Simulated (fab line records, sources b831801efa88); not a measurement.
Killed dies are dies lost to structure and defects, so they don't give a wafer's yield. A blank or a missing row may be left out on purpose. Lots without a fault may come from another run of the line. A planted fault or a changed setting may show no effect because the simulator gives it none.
Chamber matching | flow sky130 | SKY_POLY_CUT_ETCH_11 on rie_diel-04: 4 sister chambers
The step etches Si3N4 in CF4/CH2F2/Ar, stops on poly-Si, time 42.5 s, target depth 60 nm. 4 wafers are shown with their chamber, then 10 later ones without.

WAFERS WITH THEIR CHAMBER
wafer  | chamber | oes_product_au (a.u.)
L080.4 | 0       | 0.843
L090.1 | 2       | 0.822
L092.1 | 1       | 0.825
L092.2 | 3       | 0.825

WAFERS WITHOUT THEIR CHAMBER
wafer  | oes_product_au (a.u.)
L092.3 | 0.832
L095.1 | 0.831
L095.2 | 0.830
L095.5 | 0.828
L096.1 | 0.833
L096.5 | 0.827
L096.6 | 0.835
L097.4 | 0.833
L097.5 | 0.826
L097.6 | 0.823

WHICH CHAMBER EACH WENT THROUGH
wafer  | from the rows above               | in truth
L092.3 | can't be placed: 1 or 3 or 2 or 0 | 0
L095.1 | can't be placed: 1 or 3 or 2 or 0 | 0
L095.2 | can't be placed: 1 or 3 or 2 or 0 | 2
L095.5 | can't be placed: 1 or 3 or 2      | 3
L096.1 | can't be placed: 1 or 3 or 0 or 2 | 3
L096.5 | can't be placed: 1 or 3 or 2      | 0
L096.6 | can't be placed: 0 or 1 or 3 or 2 | 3
L097.4 | can't be placed: 1 or 3 or 0 or 2 | 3
L097.5 | can't be placed: 1 or 3 or 2      | 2
L097.6 | can't be placed: 2 or 1 or 3      | 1
Placed correctly: 0 of 10. Can't be placed from these rows: 10 (the true chamber is among the candidates in 9). Placed wrongly: 0.
How it was worked out, from the rows above alone: a wafer's distance from a chamber is the root of the sum, over the readings, of the square of ((its reading less the chamber's mean) divided by the reading's scatter). The wafer belongs to the nearest chamber; if the next one is less than 2 further off, it can't be placed. A chamber's mean is the mean of its shown wafers. The scatter: with one shown wafer a chamber, the root of the mean of the squares of how far each hidden wafer lies from its nearest shown one.
